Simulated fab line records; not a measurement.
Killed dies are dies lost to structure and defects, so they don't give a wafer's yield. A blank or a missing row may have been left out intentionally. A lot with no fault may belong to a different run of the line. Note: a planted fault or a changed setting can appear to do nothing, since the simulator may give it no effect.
Which tool was responsible? | flow sky130 | 6 lots with 18 wafers sampled at 2 steps, on a route of 708 steps

WHAT THE GAUGES SHOWED, per wafer
SKY_SONOS_ONO_CD_MEAS_13: target cd 410 nm.
lot  | measured     | on        | cd-nm (nm)
L737 | day 14 16:25 | cd-sem-01 | 412.2 412.4 412.6
L740 | day 15 04:27 | cd-sem-02 | 410.0 410.7 411.5
L745 | day 16 17:39 | cd-sem-02 | 411.9 412.4 411.1
L747 | day 17 14:33 | cd-sem-02 | 405.2 408.1 409.8
L751 | day 18 18:49 | cd-sem-02 | 380.7 383.1 379.3 381.0 383.5 378.8
L754 | day 19 12:10 | cd-sem-01 | 411.8 408.5 409.2

EACH LOT AND THE TOOL THAT RAN IT (in order: tool; ch and the chambers of the sampled wafers; start)
lot  | SKY_SONOS_ONO_EXPOSE_10
L737 | iline-stepper-02 ch 0, day 14 03:14
L740 | iline-stepper-02 ch 0, day 14 16:28
L745 | iline-stepper-02 ch 0, day 16 04:27
L747 | iline-stepper-02 ch 0, day 17 00:46
L751 | iline-stepper-02 ch 0, day 18 03:49
L754 | iline-stepper-01 ch 0, day 18 22:10
- SKY_SONOS_ONO_EXPOSE_10: exposes mask ONOM, target cd 410 nm.

THE ANSWER, worked out from the rows above alone
Rule: the lots themselves supply what counts as usual. The widest of any qualifying gaps counts: lots, ordered by their means at a reading, are off when they make up no more than a third of the lots, leave a main group of 4 or more, and stand apart from it by 3 or more times the standard deviation of that group's means. If all means in a main group match to the digits the tables above print for the reading, that group is not used. Also off: a lot with no number at a reading for which 4 or more lots have one. The other lots that the step has rows for count as sound.
Off: L751, at SKY_SONOS_ONO_CD_MEAS_13 (cd-nm). The main group: mean 410.5 nm, standard deviation 1.7.
If a tool, at a process step before that reading, ran all the lots that are off and no sound lot after the first of them, it fits. The gauges at SKY_SONOS_ONO_CD_MEAS_13 are tried like those tools. 2 tools fit, iline-stepper-02 at SKY_SONOS_ONO_EXPOSE_10 and cd-sem-02 at SKY_SONOS_ONO_CD_MEAS_13, so this cannot tell which one it is.

WHAT THE SIMULATOR HAD PUT IN
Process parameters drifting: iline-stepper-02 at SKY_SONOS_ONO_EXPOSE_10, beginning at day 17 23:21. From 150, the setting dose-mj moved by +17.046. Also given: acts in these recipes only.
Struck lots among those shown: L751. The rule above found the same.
